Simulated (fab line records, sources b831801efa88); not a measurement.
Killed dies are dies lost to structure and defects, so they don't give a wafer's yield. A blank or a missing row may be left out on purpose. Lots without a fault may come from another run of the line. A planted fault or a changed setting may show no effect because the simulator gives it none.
A struck lot beside a sound one | flow sky130 | 15 steps out of a route of 708
Sound: wafers L983.1, L983.5, L983.6. Struck: wafers L985.1, L985.2, L985.5. The cause comes at the end.
At each step with rows: each side's tool, then ch and its chambers, then its first start. Under that, the readings that differ: sound wafers | struck wafers | difference of the means | sigmas: that difference in standard deviations of wafers without a fault.
alike: readings whose means differ by less than 2 such deviations, and words and numbers that are the same on both sides. not compared: withheld readings, readings that some wafer has no value for, bounds like >300 that may hide the same value, and numbers for which the record gives no deviation and whose values overlap.
The two part at a step that has a row with sigmas, a row that says differs or no value, or rows on one side only. Numbers that don't overlap but have no deviation are shown without sigmas and don't part them. A reading that every wafer of one side lacks parts them only if that side has two wafers or more.

first, 7 steps without rows for these wafers: SKY_CONTACT_HMDS_07 (prime time 60 s); SKY_CONTACT_COAT_08 (resist thk 60 nm); SKY_CONTACT_COAT_09 (resist thk 450 nm); SKY_CONTACT_SOFTBAKE_10 (time 90 s); SKY_CONTACT_EXPOSE_11 (exposes mask CTM1, target cd 170 nm); SKY_CONTACT_PEB_12; SKY_CONTACT_DEVELOP_13 (develop time 60 s).
SKY_CONTACT_CD_MEAS_14: target cd 170 nm.
  sound on cd_sem-01, day 37 18:55; struck on cd_sem-01, day 37 19:49
  alike: cd_nm
SKY_CONTACT_OVL_MEAS_15:
  sound on overlay-01, day 37 19:02; struck on overlay-02, day 37 19:56
  alike: CONTACT_OVL
SKY_CONTACT_ETCH_16: etches BARC in N2/H2, stops on SiO2, time 45.9 s, target depth 60 nm.
  sound on rie_diel-03 ch 2,3, day 37 19:04; struck on rie_diel-01 ch 1,3, day 37 19:58
  alike: drypump_motor_current_A, oes_product_au, throttle_valve_pct
  not compared: rf_hours_counter_h
SKY_CONTACT_ETCH_17: etches SiO2 in C4F8/O2/Ar, stops on Si3N4, target depth 340 nm.
  sound on rie_diel-03 ch 2,3, day 37 19:06; struck on rie_diel-01 ch 1,3, day 37 20:01
  alike: oes_product_au
SKY_CONTACT_ETCH_18: etches Si3N4 in CHF3/O2, stops on TiN, time 39 s, target depth 75 nm.
  sound on rie_diel-03 ch 2,3; struck on rie_diel-01 ch 1,3
  alike: drypump_motor_current_A, oes_product_au, throttle_valve_pct
  not compared: rf_hours_counter_h
SKY_CONTACT_STRIP_19: strips in O2/N2.
  sound on plasma_asher-02 ch 0,1, day 37 19:11; struck on plasma_asher-02 ch 0,1, day 37 20:06
  no value came back on the struck wafers for chamber_pressure_mTorr (mTorr), drypump_motor_current_A (A), oes_product_au (a.u.), strip_time_to_endpoint_s (s); on the sound wafers chamber_pressure_mTorr (mTorr) reads 1499.4 1500.0 1502.4
  reading                                        | sound | struck            | difference | sigmas
  model.KrF-thick_of_CONTACT_COAT_09.thk_nm (nm) | 0 0 0 | 248.2 248.2 248.3 | +248.2     |
  not compared: rf_hours_counter_h
then, 1 step without rows for these wafers: SKY_CONTACT_STRIP_20 (strips in post etch residue remover, time 1200 s).
-- the record jumps here: 13 days lie between the struck wafers' starts before and after (it left off in module CONTACT and takes up again in module PAD_OPEN, whose first step shown is number 708 of the route) --
SKY_PAD_OPEN_PROBE_99:
  sound on prober-01, day 50 04:53; struck on prober-01, day 50 08:31
  reading            | sound     | struck      | difference | sigmas
  killed_at_contacts | 18 34 26  | 436 406 430 | +398       | +87
  killed_dies        | 79 100 93 | 492 492 492 | +401       | +41
  killed_on_rim      | 17 19 16  | 96 96 96    | +79        | +21
  alike: killed_at_M0_to_M3, killed_at_M4_up, killed_at_front_end, killed_at_other, killed_open, killed_short

WHERE THEY PART
First at SKY_CONTACT_STRIP_19; last, within this record, at SKY_PAD_OPEN_PROBE_99.

WHY: what the simulator had put in
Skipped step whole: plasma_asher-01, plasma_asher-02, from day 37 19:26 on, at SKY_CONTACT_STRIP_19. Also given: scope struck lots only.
